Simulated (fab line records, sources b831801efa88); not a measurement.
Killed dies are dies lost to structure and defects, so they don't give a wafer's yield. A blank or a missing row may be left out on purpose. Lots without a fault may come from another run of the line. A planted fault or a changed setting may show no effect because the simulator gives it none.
Which tool did it? | flow sky130 | 7 lots, 21 wafers sampled, at 2 steps of a route of 708

WHAT THE GAUGES READ, wafer by wafer
SKY_VT_ADJUST_HVTR_TW_MEAS_11.
lot  | measured     | on            | VT_ADJUST_HVTR_TW
L879 | day 10 07:10 | film_metro-03 | 208.0 209.1 208.4
L882 | day 11 01:38 | film_metro-03 | 207.2 207.8 207.2
L890 | day 13 05:21 | film_metro-04 | 29.6 29.9 29.8
L892 | day 13 20:33 | film_metro-04 | 209.0 208.5 208.7
L895 | day 14 13:44 | film_metro-04 | 208.1 208.3 207.8
L897 | day 15 06:30 | film_metro-01 | 210.1 210.9 210.1
L900 | day 16 08:22 | film_metro-04 | 210.9 208.1 209.8

WHICH TOOL RAN EACH LOT (tool, then ch and the chambers of the sampled wafers, then the start)
lot  | SKY_VT_ADJUST_HVTR_IMPLANT_09
L879 | implanter-04 ch 0, day 10 06:55
L882 | implanter-02 ch 0, day 11 01:25
L890 | implanter-02, day 13 05:06
L892 | implanter-02 ch 0, day 13 20:18
L895 | implanter-03 ch 0, day 14 13:31
L897 | implanter-04 ch 0, day 15 06:15
L900 | implanter-03 ch 0, day 16 08:08
- SKY_VT_ADJUST_HVTR_IMPLANT_09

THE ANSWER, worked out from the rows above alone
Rule: what is usual is taken from the lots themselves. Put in order of their means at a reading, lots are off if they are a third of the lots or fewer, leave a main group of 4 or more, and stand apart from it by a gap of 3 or more times the standard deviation of the main group's means; of several such gaps the widest counts. A main group whose means are all the same, to the digits that the tables above print for the reading, isn't used. A lot without any number at a reading at which 4 lots or more have one is off too. The other lots that the step has rows for count as sound.
Off: L890, at SKY_VT_ADJUST_HVTR_TW_MEAS_11 (VT_ADJUST_HVTR_TW). The main group: mean 208.8, standard deviation 0.97.
A tool fits if, at a process step before that reading, it ran every lot that is off, and no sound lot after the first of them. The gauges at SKY_VT_ADJUST_HVTR_TW_MEAS_11 are tried like those tools. None of those tried fits.

WHAT THE SIMULATOR HAD PUT IN
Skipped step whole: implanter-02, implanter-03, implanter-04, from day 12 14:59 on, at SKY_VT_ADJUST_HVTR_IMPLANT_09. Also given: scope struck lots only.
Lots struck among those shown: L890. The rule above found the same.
